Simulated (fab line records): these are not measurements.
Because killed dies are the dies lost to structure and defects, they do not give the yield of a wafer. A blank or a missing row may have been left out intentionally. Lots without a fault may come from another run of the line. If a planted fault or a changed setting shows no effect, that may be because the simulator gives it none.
Which tool is to blame? / flow gf180mcu / 18 wafers from 6 lots sampled at 2 of the route's 602 steps

WHAT THE GAUGES SHOWED, per wafer
GF_V3_RS_MEAS_24: the measuring method here is four-point-probe.
lot=L122; measured=day 23 00:03; on=filmMetro-02; V3_W_RS (ohm/sq)=0.326 0.325 0.324
lot=L126; measured=day 24 06:36; on=filmMetro-01; V3_W_RS (ohm/sq)=0.324 0.331 0.323
lot=L128; measured=day 25 04:28; on=filmMetro-02; V3_W_RS (ohm/sq)=0.329 0.339 0.335
lot=L130; measured=day 25 14:35; on=filmMetro-01; V3_W_RS (ohm/sq)=0.336 0.331 0.335
lot=L134; measured=day 26 23:56; on=filmMetro-04; V3_W_RS (ohm/sq)=0.327 0.330 0.334
lot=L142; measured=day 29 07:11; on=filmMetro-01; V3_W_RS (ohm/sq)=0.325 0.331 0.325

TOOL THAT RAN EACH LOT (tool first, then ch and the chambers of the sampled wafers, then the start)
lot=L122; GF_V3_STRIP_18=plasmaAsher-02 ch 1, day 22 23:17
lot=L126; GF_V3_STRIP_18=plasmaAsher-01 ch 0,1, day 24 05:52
lot=L128; GF_V3_STRIP_18=plasmaAsher-02 ch 0,1, day 25 03:43
lot=L130; GF_V3_STRIP_18=plasmaAsher-01 ch 0,1, day 25 13:44
lot=L134; GF_V3_STRIP_18=plasmaAsher-03 ch 0,1, day 26 23:11
lot=L142; GF_V3_STRIP_18=plasmaAsher-02 ch 0,1, day 29 06:23
- GF_V3_STRIP_18: strips in O2/N2.

THE ANSWER, worked out from the rows above alone
Rule: usual is defined by the lots themselves. The widest of any qualifying gaps counts: lots, ordered by their means at a reading, are off when they make up no more than a third of the lots, leave a main group of 4 or more, and stand apart from it by 3 or more times the standard deviation of that group's means. A main group whose means are all the same, to the digits that the tables above print for the reading, isn't used. A lot without any number at a reading at which 4 lots or more have one is off too. Any other lot the step has rows for is counted as sound.
Nothing can be told from this: no lot is off at any reading shown.

WHAT THE SIMULATOR HAD PUT IN
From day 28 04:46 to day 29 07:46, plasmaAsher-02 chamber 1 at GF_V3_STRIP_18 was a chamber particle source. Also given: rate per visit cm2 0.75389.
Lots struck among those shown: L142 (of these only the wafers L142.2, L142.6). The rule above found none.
